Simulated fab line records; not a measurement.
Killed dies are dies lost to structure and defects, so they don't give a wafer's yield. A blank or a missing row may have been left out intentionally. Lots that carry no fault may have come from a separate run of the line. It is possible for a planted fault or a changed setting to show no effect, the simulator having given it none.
What tool caused it?    flow sky130    33 wafers sampled from 11 lots at 1 step of a route of 708

== WHAT EACH GAUGE READ, for each wafer ==
SKY_METAL2_OVL_MEAS_16.
lot   measured      on          METAL2_OVL (nm)
L119  day 35 04:08  overlay-01  5 4 5
L121  day 36 00:31  overlay-02  -13 -2 -7
L123  day 36 10:47  overlay-02  -4 1 -2
L124  day 36 21:59  overlay-01  3 -7 2
L126  day 37 10:26  overlay-01  1 -1 -1
L129  day 38 08:08  overlay-01  -4 -7 -5
L130  day 38 15:35  overlay-02  -8 -1 4
L131  day 39 07:20  overlay-02  15 16 1
L132  day 39 16:11  overlay-02  -7 -1 4
L135  day 40 10:05  overlay-01  -2 -2 -3
L141  day 41 20:53  overlay-01  2 -5 -6

== WHICH TOOL RAN EACH LOT (tool, then ch and the chambers of the sampled wafers, then the start) ==
Record: no process step prior to these readings.

== THE ANSWER, worked out from the rows above alone ==
Rule: the lots themselves supply what counts as usual. Put in order of their means at a reading, lots are off if they are a third of the lots or fewer, leave a main group of 4 or more, and stand apart from it by a gap of 3 or more times the standard deviation of the main group's means; of several such gaps the widest counts. A main group is skipped when, at the precision printed for the reading in the tables above, its means are all equal. A lot without any number at a reading at which 4 lots or more have one is off too. The other lots that the step has rows for count as sound.
None of the lots is off at any reading shown; this tells nothing.

== WHAT THE SIMULATOR HAD PUT IN ==
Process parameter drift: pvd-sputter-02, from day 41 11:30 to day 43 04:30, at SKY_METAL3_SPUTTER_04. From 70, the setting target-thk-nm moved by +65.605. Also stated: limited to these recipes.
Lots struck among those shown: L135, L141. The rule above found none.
